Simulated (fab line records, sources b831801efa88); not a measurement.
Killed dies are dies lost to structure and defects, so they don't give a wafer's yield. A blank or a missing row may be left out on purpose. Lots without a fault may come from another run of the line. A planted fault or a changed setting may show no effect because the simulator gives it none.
Which tool did it? | flow gf180mcu | 24 lots, 72 wafers sampled, at 4 steps of a route of 602

WHAT THE GAUGES READ, wafer by wafer
GF_VT_IMPLANT_TW_MEAS_10.
lot  | measured     | on            | VT_IMPLANT_TW
L074 | day 5 13:37  | film_metro-04 | 559.4 556.7 558.0
L075 | day 5 20:16  | film_metro-01 | 556.8 560.8 559.9
L076 | day 6 03:46  | film_metro-04 | 558.2 558.2 554.9
L077 | day 6 10:31  | film_metro-01 | 563.5 562.3 560.2
L078 | day 6 16:02  | film_metro-01 | 562.8 561.1 563.0
L079 | day 6 23:05  | film_metro-01 | 563.7 560.7 562.7
L080 | day 7 07:17  | film_metro-04 | 554.3 554.8 554.6
L081 | day 7 10:14  | film_metro-04 | 554.0 555.5 555.4
L082 | day 7 15:22  | film_metro-02 | 561.9 562.4 559.1
L083 | day 8 01:15  | film_metro-04 | 559.5 557.1 556.9
L084 | day 8 06:53  | film_metro-01 | 562.1 561.4 561.9
L085 | day 8 12:44  | film_metro-01 | 562.2 561.6 562.1
L086 | day 8 18:46  | film_metro-01 | 561.6 564.3 559.7
L087 | day 8 22:18  | film_metro-02 | 560.3 567.1 565.8
L088 | day 9 06:44  | film_metro-02 | 562.4 561.7 562.6
L089 | day 9 12:22  | film_metro-04 | 559.8 557.4 555.9
L090 | day 9 19:54  | film_metro-04 | 558.1 559.7 556.6
L091 | day 10 00:25 | film_metro-04 | 559.9 558.6 560.6
L092 | day 10 05:20 | film_metro-04 | 558.7 557.5 559.1
L093 | day 10 12:59 | film_metro-04 | 559.2 557.8 559.2
L094 | day 10 17:26 | film_metro-01 | 560.0 559.8 562.0
L095 | day 11 02:34 | film_metro-04 | 559.8 560.1 563.1
L096 | day 11 06:58 | film_metro-01 | 565.7 562.7 563.8
L097 | day 11 13:29 | film_metro-01 | 563.7 565.4 562.6

GF_V2_THK_MEAS_25: measures by xrf.
lot  | measured     | on            | V2_W_THK (nm)
L074 | day 20 04:05 | film_metro-04 | 347 344 341
L075 | day 20 13:17 | film_metro-03 | 351 346 346
L076 | day 21 02:55 | film_metro-03 | 346 347 351
L077 | day 21 10:41 | film_metro-02 | 350 342 349
L078 | day 21 23:19 | film_metro-02 | 354 355 360
L079 | day 22 06:05 | film_metro-02 | 350 346 352
L080 | day 22 16:46 | film_metro-02 | 353 358 350
L081 | day 23 05:07 | film_metro-02 | 346 346 351
L082 | day 23 05:21 | film_metro-03 | 351 349 348
L083 | day 23 22:08 | film_metro-03 | 353 352 353
L084 | day 24 06:23 | film_metro-04 | 352 346 349
L085 | day 24 07:51 | film_metro-04 | 343 340 346
L086 | day 24 15:53 | film_metro-03 | 347 349 346
L087 | day 24 22:36 | film_metro-03 | 347 350 352
L088 | day 25 09:47 | film_metro-02 | 352 350 352
L089 | day 25 16:51 | film_metro-02 | 352 353 345
L090 | day 26 07:22 | film_metro-03 | 350 344 345
L091 | day 26 08:34 | film_metro-02 | 341 344 346
L092 | day 26 14:01 | film_metro-03 | 349 346 349
L093 | day 26 23:48 | film_metro-02 | 353 354 357
L094 | day 27 07:28 | film_metro-02 | 359 357 357
L095 | day 27 18:20 | film_metro-04 | 335 340 336
L096 | day 27 21:07 | film_metro-04 | 336 334 340
L097 | day 27 23:07 | film_metro-02 | 348 350 347

GF_V3_THK_MEAS_25: measures by xrf.
lot  | measured     | on            | V3_W_THK (nm)
L074 | day 22 06:28 | film_metro-03 | 350 352 354
L075 | day 22 15:17 | film_metro-01 | 346 349 344
L076 | day 23 04:22 | film_metro-01 | 352 354 353
L077 | day 23 12:13 | film_metro-04 | 346 351 352
L078 | day 23 23:49 | film_metro-03 | 350 350 350
L079 | day 24 07:02 | film_metro-01 | 356 352 352
L080 | day 24 16:31 | film_metro-03 | 349 345 344
L081 | day 25 03:49 | film_metro-01 | 346 350 346
L082 | day 25 04:10 | film_metro-03 | 351 351 348
L083 | day 25 23:35 | film_metro-04 | 337 337 338
L084 | day 26 04:53 | film_metro-03 | 353 352 352
L085 | day 26 06:25 | film_metro-04 | 348 347 343
L086 | day 26 13:20 | film_metro-01 | 350 351 345
L087 | day 26 22:20 | film_metro-04 | 346 345 343
L088 | day 27 06:22 | film_metro-04 | 334 338 336
L089 | day 27 12:14 | film_metro-03 | 346 342 343
L090 | day 28 02:52 | film_metro-01 | 351 352 347
L091 | day 28 04:40 | film_metro-01 | 353 348 349
L092 | day 28 10:05 | film_metro-04 | 347 346 346
L093 | day 28 18:42 | film_metro-03 | 350 349 350
L094 | day 29 01:01 | film_metro-01 | 350 347 350
L095 | day 29 11:13 | film_metro-04 | 339 345 340
L096 | day 29 14:44 | film_metro-03 | 352 349 353
L097 | day 29 16:23 | film_metro-04 | 343 335 345

WHICH TOOL RAN EACH LOT (tool, then ch and the chambers of the sampled wafers, then the start)
lot  | GF_V3_SPUTTER_21
L074 | pvd_sputter-03, day 22 06:07
L075 | pvd_sputter-04, day 22 14:56
L076 | pvd_sputter-01, day 23 04:02
L077 | pvd_sputter-01, day 23 11:53
L078 | pvd_sputter-01, day 23 23:29
L079 | pvd_sputter-01, day 24 06:41
L080 | pvd_sputter-03, day 24 16:11
L081 | pvd_sputter-01, day 25 03:28
L082 | pvd_sputter-03, day 25 03:50
L083 | pvd_sputter-03, day 25 23:14
L084 | pvd_sputter-01, day 26 04:32
L085 | pvd_sputter-01, day 26 06:05
L086 | pvd_sputter-03, day 26 12:59
L087 | pvd_sputter-04, day 26 21:59
L088 | pvd_sputter-04, day 27 06:02
L089 | pvd_sputter-03, day 27 11:53
L090 | pvd_sputter-04, day 28 02:30
L091 | pvd_sputter-03, day 28 04:19
L092 | pvd_sputter-04, day 28 09:45
L093 | pvd_sputter-01, day 28 18:20
L094 | pvd_sputter-01, day 29 00:39
L095 | pvd_sputter-04, day 29 10:53
L096 | pvd_sputter-01, day 29 14:23
L097 | pvd_sputter-01, day 29 16:03
- GF_V3_SPUTTER_21: material Ti, target thk 15 nm, time 80.02 s.

WHAT THE TOOLS THEMSELVES READ (means of the sampled wafers that have a number; where no wafer has one, the mark that the record gives instead)
GF_V3_SPUTTER_21.
lot  | tool           | chamber_pressure_pa (Pa) | substrate_temp_c (C) | throttle_valve_pct (%)
L074 | pvd_sputter-03 | 4.997                    | 200.09               | 30.8
L075 | pvd_sputter-04 | 4.997                    | 199.89               | 30.2
L076 | pvd_sputter-01 | 5.006                    | 200.05               | 29.7
L077 | pvd_sputter-01 | 4.992                    | 200.02               | 30.2
L078 | pvd_sputter-01 | 4.995                    | 199.97               | 30.1
L079 | pvd_sputter-01 | 4.991                    | 200.12               | 30.1
L080 | pvd_sputter-03 | 5.007                    | 200.07               | 30.9
L081 | pvd_sputter-01 | 5.000                    | 200.13               | 30.1
L082 | pvd_sputter-03 | 4.995                    | 199.95               | 31.4
L083 | pvd_sputter-03 | 5.007                    | 199.86               | 31.4
L084 | pvd_sputter-01 | 4.996                    | 200.05               | 30.5
L085 | pvd_sputter-01 | 5.001                    | 199.89               | 29.7
L086 | pvd_sputter-03 | 4.998                    | 200.13               | 30.4
L087 | pvd_sputter-04 | 5.003                    | 200.02               | 29.3
L088 | pvd_sputter-04 | 5.020                    | 200.02               | 29.9
L089 | pvd_sputter-03 | 4.992                    | 200.01               | 30.8
L090 | pvd_sputter-04 | 4.992                    | 200.06               | 29.8
L091 | pvd_sputter-03 | 5.003                    | 199.86               | 30.8
L092 | pvd_sputter-04 | 5.000                    | 200.00               | 30.1
L093 | pvd_sputter-01 | 4.990                    | 199.99               | 29.8
L094 | pvd_sputter-01 | 4.993                    | 200.06               | 30.0
L095 | pvd_sputter-04 | 4.990                    | 199.99               | 29.5
L096 | pvd_sputter-01 | 4.995                    | 200.09               | 29.9
L097 | pvd_sputter-01 | 5.000                    | 199.93               | 30.1

THE ANSWER, worked out from the rows above alone
Rule: what is usual is taken from the lots themselves. Put in order of their means at a reading, lots are off if they are a third of the lots or fewer, leave a main group of 4 or more, and stand apart from it by a gap of 3 or more times the standard deviation of the main group's means; of several such gaps the widest counts. A main group whose means are all the same, to the digits that the tables above print for the reading, isn't used. A lot without any number at a reading at which 4 lots or more have one is off too. The other lots that the step has rows for count as sound. The gauges are gone through in route order, then the tools' own readings, and for those a lot's mean is taken as printed above. The first step at which some lot is off is used, and at that step the reading that is off furthest; a lot without a number counts as furthest.
No lot is off at any reading shown: from this, nothing can be told.

WHAT THE SIMULATOR HAD PUT IN
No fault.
